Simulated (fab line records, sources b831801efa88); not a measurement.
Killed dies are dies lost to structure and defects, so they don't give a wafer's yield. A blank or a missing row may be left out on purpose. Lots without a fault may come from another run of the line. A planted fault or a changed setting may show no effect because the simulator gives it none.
Which tool did it? | flow gf180mcu | 12 lots, 36 wafers sampled, at 2 steps of a route of 602

WHAT THE GAUGES READ, wafer by wafer
GF_M3_RS_MEAS_05: measures by four-point-probe.
lot  | measured     | on            | M3_ALCU_RS (ohm/sq)
L075 | day 20 17:56 | film_metro-02 | 0.0696 0.0704 0.0694
L077 | day 21 08:10 | film_metro-04 | 0.0695 0.0701 0.0695
L079 | day 22 00:47 | film_metro-03 | 0.0700 0.0681 0.0693
L081 | day 22 22:56 | film_metro-03 | 0.0706 0.0693 0.0708
L083 | day 23 12:08 | film_metro-03 | 0.0697 0.0706 0.0697
L085 | day 24 05:35 | film_metro-04 | 0.0696 0.0706 0.0702
L087 | day 25 10:14 | film_metro-02 | 0.0696 0.0700 0.0699
L089 | day 25 18:29 | film_metro-02 | 0.0690 0.0687 0.0691
L091 | day 26 11:12 | film_metro-03 | 0.0707 0.0703 0.0712
L093 | day 27 01:08 | film_metro-04 | 0.0695 0.0691 0.0699
L095 | day 27 14:46 | film_metro-02 | 0.0693 0.0691 0.0692
L097 | day 28 03:55 | film_metro-04 | 0.0687 0.0691 0.0683

WHICH TOOL RAN EACH LOT (tool, then ch and the chambers of the sampled wafers, then the start)
lot  | GF_CONTACT_SPUTTER_23
L075 | pvd_sputter-03, day 16 13:11
L077 | pvd_sputter-02, day 17 01:28
L079 | pvd_sputter-03, day 17 17:20
L081 | pvd_sputter-02, day 18 16:29
L083 | pvd_sputter-04, day 19 08:44
L085 | pvd_sputter-02, day 20 01:59
L087 | pvd_sputter-03, day 21 08:25
L089 | pvd_sputter-02, day 21 17:20
L091 | pvd_sputter-03, day 22 12:04
L093 | pvd_sputter-02, day 23 03:09
L095 | pvd_sputter-04, day 23 18:37
L097 | pvd_sputter-03, day 24 09:22
- GF_CONTACT_SPUTTER_23: material TiN, target thk 10 nm, time 40 s.

THE ANSWER, worked out from the rows above alone
Rule: what is usual is taken from the lots themselves. Put in order of their means at a reading, lots are off if they are a third of the lots or fewer, leave a main group of 4 or more, and stand apart from it by a gap of 3 or more times the standard deviation of the main group's means; of several such gaps the widest counts. A main group whose means are all the same, to the digits that the tables above print for the reading, isn't used. A lot without any number at a reading at which 4 lots or more have one is off too. The other lots that the step has rows for count as sound.
No lot is off at any reading shown: from this, nothing can be told.

WHAT THE SIMULATOR HAD PUT IN
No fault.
